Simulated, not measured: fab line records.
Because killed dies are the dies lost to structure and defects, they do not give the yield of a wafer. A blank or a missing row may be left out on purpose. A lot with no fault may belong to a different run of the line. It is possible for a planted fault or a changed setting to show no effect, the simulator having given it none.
Chamber matching ; flow sky130 ; cmp-01 running SKY_VIA3_CMP_24: 4 sister chambers
The step polishes, stops on SiO2, t overpolish 20 s, target thk 0 nm. 4 wafers are shown with their chamber, then 12 later ones without.

WAFERS WITH THEIR CHAMBER
wafer;chamber;motor-current-A (A)
L087.3;2;10.9
L088.1;0;10.9
L088.2;1;8.4
L088.4;3;10.4

WAFERS WHOSE CHAMBER IS MISSING
wafer;motor-current-A (A)
L090.3;10.7
L090.5;11.4
L090.6;9.5
L089.2;10.6
L089.4;8.6
L089.5;10.4
L093.1;10.8
L093.5;10.9
L093.6;9.0
L097.1;11.6
L097.2;10.5
L097.3;8.8

WHICH CHAMBER EACH ONE RAN IN
wafer;from the rows above;in truth
L090.3;can't be placed: 0 or 2 or 3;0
L090.5;can't be placed: 0 or 2 or 3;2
L090.6;can't be placed: 3 or 1 or 0 or 2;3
L089.2;can't be placed: 3 or 0 or 2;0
L089.4;1;1
L089.5;can't be placed: 3 or 0 or 2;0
L093.1;can't be placed: 0 or 2 or 3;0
L093.5;can't be placed: 0 or 2 or 3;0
L093.6;can't be placed: 1 or 3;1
L097.1;can't be placed: 0 or 2 or 3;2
L097.2;can't be placed: 3 or 0 or 2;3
L097.3;1;1
Correctly placed: 2 of 12. Can't be placed from these rows: 10 (the true chamber is among the candidates in 10). 0 placed wrongly.
How it was worked out, from the rows above alone: a wafer's distance from a chamber is the root of the sum, over the readings, of the square of ((its reading less the chamber's mean) divided by the reading's scatter). The wafer belongs to the nearest chamber; if the next one is less than 2 further off, it can't be placed. Each chamber's mean is taken over the wafers shown for it. The scatter: root of mean squared gap, hidden wafer to nearest shown wafer, with one shown wafer a chamber.
